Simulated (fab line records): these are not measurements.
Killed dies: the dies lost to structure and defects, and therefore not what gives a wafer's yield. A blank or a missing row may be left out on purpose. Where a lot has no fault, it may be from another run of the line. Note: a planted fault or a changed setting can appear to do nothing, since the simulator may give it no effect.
Which tool was responsible? || flow gf180mcu || 39 wafers from 13 lots sampled at 5 of the route's 602 steps

## WHAT THE GAUGES READ, wafer by wafer
GF_HV_LDD_THK_MEAS_55. Usual: HV_LDD_CVD_54_THK typically reads 10.00 nm, with standard deviation 0.14.
{"lot": "L326", "measured": "day 12 09:59", "on": "film_metro-04", "HV_LDD_CVD_54_THK (nm)": "9.84 9.92 9.85", "flag": ""}
{"lot": "L329", "measured": "day 13 09:43", "on": "film_metro-04", "HV_LDD_CVD_54_THK (nm)": "10.06 10.06 10.14", "flag": ""}
{"lot": "L330", "measured": "day 13 15:28", "on": "film_metro-02", "HV_LDD_CVD_54_THK (nm)": "10.18 10.27 10.17", "flag": ""}
{"lot": "L331", "measured": "day 14 00:06", "on": "film_metro-01", "HV_LDD_CVD_54_THK (nm)": "10.12 9.98 9.98", "flag": ""}
{"lot": "L332", "measured": "day 14 10:33", "on": "film_metro-04", "HV_LDD_CVD_54_THK (nm)": "10.03 10.09 10.00", "flag": ""}
{"lot": "L334", "measured": "day 14 21:27", "on": "film_metro-01", "HV_LDD_CVD_54_THK (nm)": "9.88 9.88 9.76", "flag": ""}
{"lot": "L336", "measured": "day 15 20:40", "on": "film_metro-04", "HV_LDD_CVD_54_THK (nm)": "10.05 9.92 9.93", "flag": ""}
{"lot": "L338", "measured": "day 16 10:51", "on": "film_metro-04", "HV_LDD_CVD_54_THK (nm)": "10.06 9.98 9.87", "flag": ""}
{"lot": "L342", "measured": "day 18 05:21", "on": "film_metro-02", "HV_LDD_CVD_54_THK (nm)": "10.14 10.02 10.12", "flag": ""}
{"lot": "L343", "measured": "day 18 16:33", "on": "film_metro-02", "HV_LDD_CVD_54_THK (nm)": "9.78 9.75 9.79", "flag": ""}
{"lot": "L344", "measured": "day 18 17:27", "on": "film_metro-04", "HV_LDD_CVD_54_THK (nm)": "9.93 9.87 9.91", "flag": ""}
{"lot": "L346", "measured": "day 19 22:17", "on": "film_metro-04", "HV_LDD_CVD_54_THK (nm)": "10.03 10.03 10.11", "flag": ""}
{"lot": "L347", "measured": "day 19 21:50", "on": "film_metro-01", "HV_LDD_CVD_54_THK (nm)": "10.08 10.11 10.21", "flag": ""}

GF_V1_RS_MEAS_24: measurement is done with a four-point probe. Usual: V1_W_RS typically reads 0.3266 ohm/sq, with standard deviation 0.0029.
{"lot": "L326", "measured": "day 17 23:55", "on": "film_metro-02", "V1_W_RS (ohm/sq)": "0.3307 0.3250 0.3301", "flag": ""}
{"lot": "L329", "measured": "day 19 02:40", "on": "film_metro-03", "V1_W_RS (ohm/sq)": "0.3312 0.3326 0.3281", "flag": ""}
{"lot": "L330", "measured": "day 19 12:17", "on": "film_metro-02", "V1_W_RS (ohm/sq)": "0.3327 0.3249 0.3300", "flag": ""}
{"lot": "L331", "measured": "day 19 22:23", "on": "film_metro-01", "V1_W_RS (ohm/sq)": "0.3192 0.3260 0.3230", "flag": ""}
{"lot": "L332", "measured": "day 20 11:10", "on": "film_metro-01", "V1_W_RS (ohm/sq)": "0.3274 0.3282 0.3291", "flag": ""}
{"lot": "L334", "measured": "day 20 22:43", "on": "film_metro-02", "V1_W_RS (ohm/sq)": "0.3231 0.3246 0.3274", "flag": ""}
{"lot": "L336", "measured": "day 22 05:20", "on": "film_metro-03", "V1_W_RS (ohm/sq)": "0.3312 0.3309 0.3310", "flag": ""}
{"lot": "L338", "measured": "day 22 16:19", "on": "film_metro-03", "V1_W_RS (ohm/sq)": "0.3237 0.3258 0.3266", "flag": ""}
{"lot": "L342", "measured": "day 24 10:36", "on": "film_metro-03", "V1_W_RS (ohm/sq)": "0.3256 0.3279 0.3310", "flag": ""}
{"lot": "L343", "measured": "day 24 21:26", "on": "film_metro-02", "V1_W_RS (ohm/sq)": "0.3280 0.3287 0.3247", "flag": ""}
{"lot": "L344", "measured": "day 25 01:52", "on": "film_metro-01", "V1_W_RS (ohm/sq)": "0.3270 0.3262 0.3258", "flag": ""}
{"lot": "L346", "measured": "day 25 23:02", "on": "film_metro-03", "V1_W_RS (ohm/sq)": "0.3280 0.3250 0.3257", "flag": ""}
{"lot": "L347", "measured": "day 25 22:53", "on": "film_metro-01", "V1_W_RS (ohm/sq)": "0.3268 0.3251 0.3251", "flag": ""}

## EACH LOT AND THE TOOL THAT RAN IT (in order: tool; ch and the chambers of the sampled wafers; start)
{"lot": "L326", "GF_NWELL_COAT_02": "litho_track-01 ch 0, day 3 00:57", "GF_NWELL_STRIP_10": "plasma_asher-01 ch 0,1, day 3 07:56", "GF_VT_IMPLANT_RTA_45": "rtp_anneal-02 ch 0, day 7 13:15"}
{"lot": "L329", "GF_NWELL_COAT_02": "litho_track-01 ch 0, day 3 16:46", "GF_NWELL_STRIP_10": "plasma_asher-02 ch 1, day 3 23:39", "GF_VT_IMPLANT_RTA_45": "rtp_anneal-01 ch 0, day 8 09:07"}
{"lot": "L330", "GF_NWELL_COAT_02": "litho_track-02 ch 0, day 3 21:56", "GF_NWELL_STRIP_10": "plasma_asher-02 ch 0,1, day 4 05:06", "GF_VT_IMPLANT_RTA_45": "rtp_anneal-01 ch 0, day 8 15:16"}
{"lot": "L331", "GF_NWELL_COAT_02": "litho_track-04 ch 0, day 4 04:05", "GF_NWELL_STRIP_10": "plasma_asher-01 ch 0,1, day 4 11:33", "GF_VT_IMPLANT_RTA_45": "rtp_anneal-01 ch 0, day 8 22:53"}
{"lot": "L332", "GF_NWELL_COAT_02": "litho_track-02 ch 0, day 4 09:21", "GF_NWELL_STRIP_10": "plasma_asher-02 ch 0,1, day 4 16:36", "GF_VT_IMPLANT_RTA_45": "rtp_anneal-02 ch 0, day 9 06:38"}
{"lot": "L334", "GF_NWELL_COAT_02": "litho_track-01 ch 0, day 4 18:37", "GF_NWELL_STRIP_10": "plasma_asher-03 ch 0,1, day 5 02:06", "GF_VT_IMPLANT_RTA_45": "rtp_anneal-02 ch 0, day 9 16:23"}
{"lot": "L336", "GF_NWELL_COAT_02": "litho_track-04 ch 0, day 5 07:31", "GF_NWELL_STRIP_10": "plasma_asher-03 ch 0,1, day 5 14:48", "GF_VT_IMPLANT_RTA_45": "rtp_anneal-02 ch 0, day 10 09:54"}
{"lot": "L338", "GF_NWELL_COAT_02": "litho_track-01 ch 0, day 5 17:16", "GF_NWELL_STRIP_10": "plasma_asher-03 ch 0, day 6 00:50", "GF_VT_IMPLANT_RTA_45": "rtp_anneal-02 ch 0, day 10 22:55"}
{"lot": "L342", "GF_NWELL_COAT_02": "litho_track-02 ch 0, day 6 15:54", "GF_NWELL_STRIP_10": "plasma_asher-01 ch 1, day 6 23:41", "GF_VT_IMPLANT_RTA_45": "rtp_anneal-01 ch 0, day 12 00:32"}
{"lot": "L343", "GF_NWELL_COAT_02": "litho_track-01 ch 0, day 6 19:40", "GF_NWELL_STRIP_10": "plasma_asher-02 ch 0,1, day 7 03:41", "GF_VT_IMPLANT_RTA_45": "rtp_anneal-01 ch 0, day 12 07:20"}
{"lot": "L344", "GF_NWELL_COAT_02": "litho_track-01 ch 0, day 7 01:58", "GF_NWELL_STRIP_10": "plasma_asher-01 ch 0,1, day 7 10:28", "GF_VT_IMPLANT_RTA_45": "rtp_anneal-01 ch 0, day 12 16:19"}
{"lot": "L346", "GF_NWELL_COAT_02": "litho_track-02 ch 0, day 7 14:15", "GF_NWELL_STRIP_10": "plasma_asher-03 ch 0,1, day 7 22:44", "GF_VT_IMPLANT_RTA_45": "rtp_anneal-02 ch 0, day 13 07:47"}
{"lot": "L347", "GF_NWELL_COAT_02": "litho_track-02 ch 0, day 7 18:50", "GF_NWELL_STRIP_10": "plasma_asher-01 ch 0,1, day 8 03:09", "GF_VT_IMPLANT_RTA_45": "rtp_anneal-02 ch 0, day 13 10:37"}
- GF_NWELL_COAT_02: resist thk 3000 nm.
- GF_NWELL_STRIP_10: strips in O2/N2.
- GF_VT_IMPLANT_RTA_45: time 30 s.

## AS READ BY THE TOOLS THEMSELVES (means over the sampled wafers that have a number; for cases with no such wafer, the mark the record gives instead)
GF_NWELL_COAT_02. Usual: exhaust_pa reads 45.0 Pa (standard deviation 0.99).
{"lot": "L326", "tool": "litho_track-01", "exhaust_pa (Pa)": 43.8, "flag": ""}
{"lot": "L329", "tool": "litho_track-01", "exhaust_pa (Pa)": 44.0, "flag": ""}
{"lot": "L330", "tool": "litho_track-02", "exhaust_pa (Pa)": 45.2, "flag": ""}
{"lot": "L331", "tool": "litho_track-04", "exhaust_pa (Pa)": 44.7, "flag": ""}
{"lot": "L332", "tool": "litho_track-02", "exhaust_pa (Pa)": 44.3, "flag": ""}
{"lot": "L334", "tool": "litho_track-01", "exhaust_pa (Pa)": 43.9, "flag": ""}
{"lot": "L336", "tool": "litho_track-04", "exhaust_pa (Pa)": 44.0, "flag": ""}
{"lot": "L338", "tool": "litho_track-01", "exhaust_pa (Pa)": 45.0, "flag": ""}
{"lot": "L342", "tool": "litho_track-02", "exhaust_pa (Pa)": 45.9, "flag": ""}
{"lot": "L343", "tool": "litho_track-01", "exhaust_pa (Pa)": 44.5, "flag": ""}
{"lot": "L344", "tool": "litho_track-01", "exhaust_pa (Pa)": 44.7, "flag": ""}
{"lot": "L346", "tool": "litho_track-02", "exhaust_pa (Pa)": 45.2, "flag": ""}
{"lot": "L347", "tool": "litho_track-02", "exhaust_pa (Pa)": 45.3, "flag": ""}

GF_NWELL_STRIP_10. Usual: drypump_motor_current_A 5.5 A, standard deviation 0.55; heater_power_w 341 W, standard deviation 22; oes_product_au 0.723 a.u., standard deviation 0.0048; strip_time_to_endpoint_s 36.99 s, standard deviation 0.085.
{"lot": "L326", "tool": "plasma_asher-01", "drypump_motor_current_A (A)": 5.4, "heater_power_w (W)": 361, "oes_product_au (a.u.)": 0.725, "strip_time_to_endpoint_s (s)": 37.09, "flag": ""}
{"lot": "L329", "tool": "plasma_asher-02", "drypump_motor_current_A (A)": 5.4, "heater_power_w (W)": 334, "oes_product_au (a.u.)": 0.721, "strip_time_to_endpoint_s (s)": 36.94, "flag": ""}
{"lot": "L330", "tool": "plasma_asher-02", "drypump_motor_current_A (A)": 5.4, "heater_power_w (W)": 329, "oes_product_au (a.u.)": 0.725, "strip_time_to_endpoint_s (s)": 36.92, "flag": ""}
{"lot": "L331", "tool": "plasma_asher-01", "drypump_motor_current_A (A)": 5.5, "heater_power_w (W)": 339, "oes_product_au (a.u.)": 0.722, "strip_time_to_endpoint_s (s)": 37.01, "flag": ""}
{"lot": "L332", "tool": "plasma_asher-02", "drypump_motor_current_A (A)": 5.5, "heater_power_w (W)": 331, "oes_product_au (a.u.)": 0.723, "strip_time_to_endpoint_s (s)": 36.99, "flag": ""}
{"lot": "L334", "tool": "plasma_asher-03", "drypump_motor_current_A (A)": 6.0, "heater_power_w (W)": 331, "oes_product_au (a.u.)": 0.724, "strip_time_to_endpoint_s (s)": 36.95, "flag": ""}
{"lot": "L336", "tool": "plasma_asher-03", "drypump_motor_current_A (A)": 6.0, "heater_power_w (W)": 330, "oes_product_au (a.u.)": 0.727, "strip_time_to_endpoint_s (s)": 36.87, "flag": ""}
{"lot": "L338", "tool": "plasma_asher-03", "drypump_motor_current_A (A)": 6.5, "heater_power_w (W)": 316, "oes_product_au (a.u.)": 0.724, "strip_time_to_endpoint_s (s)": 37.01, "flag": ""}
{"lot": "L342", "tool": "plasma_asher-01", "drypump_motor_current_A (A)": 5.3, "heater_power_w (W)": 377, "oes_product_au (a.u.)": 0.723, "strip_time_to_endpoint_s (s)": 37.04, "flag": ""}
{"lot": "L343", "tool": "plasma_asher-02", "drypump_motor_current_A (A)": 5.5, "heater_power_w (W)": 339, "oes_product_au (a.u.)": 0.723, "strip_time_to_endpoint_s (s)": 32.52, "flag": "OFF"}
{"lot": "L344", "tool": "plasma_asher-01", "drypump_motor_current_A (A)": 5.4, "heater_power_w (W)": 361, "oes_product_au (a.u.)": 0.721, "strip_time_to_endpoint_s (s)": 32.42, "flag": "OFF"}
{"lot": "L346", "tool": "plasma_asher-03", "drypump_motor_current_A (A)": 5.4, "heater_power_w (W)": 340, "oes_product_au (a.u.)": 0.720, "strip_time_to_endpoint_s (s)": 37.06, "flag": ""}
{"lot": "L347", "tool": "plasma_asher-01", "drypump_motor_current_A (A)": 5.5, "heater_power_w (W)": 338, "oes_product_au (a.u.)": 0.721, "strip_time_to_endpoint_s (s)": 36.96, "flag": ""}

GF_VT_IMPLANT_RTA_45. Usual: lamp_power_pct 40.1 %, standard deviation 0.96; wafer_temp_C_max 1055.1, standard deviation 0.95.
{"lot": "L326", "tool": "rtp_anneal-02", "lamp_power_pct (%)": 41.1, "wafer_temp_C_max": 1056.0, "flag": ""}
{"lot": "L329", "tool": "rtp_anneal-01", "lamp_power_pct (%)": 39.1, "wafer_temp_C_max": 1054.8, "flag": ""}
{"lot": "L330", "tool": "rtp_anneal-01", "lamp_power_pct (%)": 39.2, "wafer_temp_C_max": 1054.0, "flag": ""}
{"lot": "L331", "tool": "rtp_anneal-01", "lamp_power_pct (%)": 39.2, "wafer_temp_C_max": 1054.1, "flag": ""}
{"lot": "L332", "tool": "rtp_anneal-02", "lamp_power_pct (%)": 41.0, "wafer_temp_C_max": 1055.8, "flag": ""}
{"lot": "L334", "tool": "rtp_anneal-02", "lamp_power_pct (%)": 41.0, "wafer_temp_C_max": 1054.8, "flag": ""}
{"lot": "L336", "tool": "rtp_anneal-02", "lamp_power_pct (%)": 41.1, "wafer_temp_C_max": 1055.1, "flag": ""}
{"lot": "L338", "tool": "rtp_anneal-02", "lamp_power_pct (%)": 41.1, "wafer_temp_C_max": 1054.9, "flag": ""}
{"lot": "L342", "tool": "rtp_anneal-01", "lamp_power_pct (%)": 39.1, "wafer_temp_C_max": 1055.1, "flag": ""}
{"lot": "L343", "tool": "rtp_anneal-01", "lamp_power_pct (%)": 39.1, "wafer_temp_C_max": 1054.5, "flag": ""}
{"lot": "L344", "tool": "rtp_anneal-01", "lamp_power_pct (%)": 39.1, "wafer_temp_C_max": 1054.4, "flag": ""}
{"lot": "L346", "tool": "rtp_anneal-02", "lamp_power_pct (%)": 41.0, "wafer_temp_C_max": 1054.9, "flag": ""}
{"lot": "L347", "tool": "rtp_anneal-02", "lamp_power_pct (%)": 41.0, "wafer_temp_C_max": 1055.2, "flag": ""}

## THE ANSWER, worked out from the rows above alone
Rule: lot off if the mean of its wafers having a number is beyond 3 standard deviations from the usual mean. A lot without any number at a reading at which 4 lots or more have one is off too. Where the step has rows for the other lots, those lots are counted as sound. The gauges are gone through in route order, then the tools' own readings, and for those a lot's mean is taken as printed above. The first step at which some lot is off is used, and at that step the reading that is off furthest; a lot without a number counts as furthest.
Off, at GF_NWELL_STRIP_10 on strip_time_to_endpoint_s: L343, L344.
If a tool, at that step or one of the process steps before it, ran each lot that is off and ran no sound lot following the first of them, it fits. One fits: GF_NWELL_COAT_02 on litho_track-01. Its last sound lot is L338 (day 5 17:16), its first lot that is off L343 (day 6 19:40): a fault that began between those two fits.

## WHAT WAS PUT IN BY THE SIMULATOR
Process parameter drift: litho_track-01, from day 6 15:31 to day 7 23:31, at GF_NWELL_COAT_02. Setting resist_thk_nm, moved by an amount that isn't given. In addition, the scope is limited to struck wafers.
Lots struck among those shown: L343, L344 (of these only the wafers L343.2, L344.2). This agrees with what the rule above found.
